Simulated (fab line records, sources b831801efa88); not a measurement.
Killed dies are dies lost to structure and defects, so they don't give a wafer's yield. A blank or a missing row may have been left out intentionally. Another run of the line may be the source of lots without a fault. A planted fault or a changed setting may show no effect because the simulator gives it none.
Code-filled problem report in 8D (eight disciplines) form ; flow gf180mcu ; the parts of the form that need people (team, actions taken, sign-off) are left out

## 1. WHAT WENT WRONG
cdNm at GF_SAB_CD_MEAS_09 reads a mean of 457.7 nm on 2 wafers of 1 lot; wafers without a fault read 420.6 nm with a standard deviation of 2.1. Relative to the usual mean, that is a shift of +18 standard deviations.
The step: target cd 420 nm.
Seen first at day 19 15:32 on cdSem-01, wafer L835.1. Wafers with a number at this step in the record: 38, from 13 lots. Rule for "out" (also "out of limits"): further than 4 standard deviations from the usual mean. Any other wafer with a number is counted as sound.

## 2. WHAT THIS IS AND IS NOT
question;is;is not
which readings at this step;cdNm;-
which lots;L835;L825, L826, L827, L830, L837, L838, L839, L841, L844, L845, L846, L847
which wafers of those lots;all that have a number;-
read on which gauges;cdSem-01;cdSem-02
when;from day 19 15:32;"up to then (12 sound wafers); but 24 sound wafers of L837, L838, L839, L841, L844, L845, L846, L847 came after"

## 3. THE SUSPECTS, EACH WITH WHAT RULES IT OUT
Counting: a tool at any process step up to the reading remains a suspect when it ran all the lots that are out and ran no sound lot after the first of those.
- the gauge at GF_SAB_CD_MEAS_09: kept. All the wafers that are out were read on cdSem-01, and no step on other tools shows them out.
- plasmaAsher-02 at GF_PSD_STRIP_10 (strips in O2/N2): ruled out as a lasting fault. Sound lots L841, L846 ran on it after its first lot that is out, L835 (day 18 16:02).
- lithoTrack-01 at GF_SAB_DEVELOP_08 (develop time 60 s): kept. It ran the lot that is out, L835 (day 19 15:23), and no sound lot after that; its last sound lot up to then is L830 (day 17 06:14).
Remaining after the count are lithoTrack-01 at GF_SAB_DEVELOP_08 and cdSem-01 at GF_SAB_CD_MEAS_09.

## 4. THE CAUSE (what the simulator had put in)
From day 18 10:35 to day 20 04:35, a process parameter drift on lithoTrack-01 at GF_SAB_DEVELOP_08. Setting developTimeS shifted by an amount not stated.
Counting left 2 suspects, and this tool is among them.

## 5. SEQUENCE OF EFFECTS, ordered by route
Each row: a reading where the mean over the struck wafers with a number is more than 3 standard deviations away from the usual. Only readings whose record carries a usual standard deviation are examined. hours: median over the lots of the time between each lot's start at the first step of this table that gives one and its start at this step. sigmas: the change, counted in usual standard deviations.
hours;step;reading;usual;on struck wafers;change;sigmas
0;GF_SAB_CD_MEAS_09;cdNm;420.6 nm;457.7;+37.1;+18
Later steps that measure or inspect, where all struck wafers having a row at the step show a number for every such reading and not one has moved that far: GF_SALICIDE_THK_MEAS_05.

## 6. HOW IT WOULD HAVE BEEN CAUGHT EARLIER
Counted from the fault's start at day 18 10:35, it took 29 hours until the first out-of-limits reading at a measuring or inspecting step in this record, taken at day 19 15:32.
By day 19 15:32, every lot that is out (1) had started GF_SAB_DEVELOP_08 on lithoTrack-01. Had the tool been put on hold then, not one of them would have been saved.
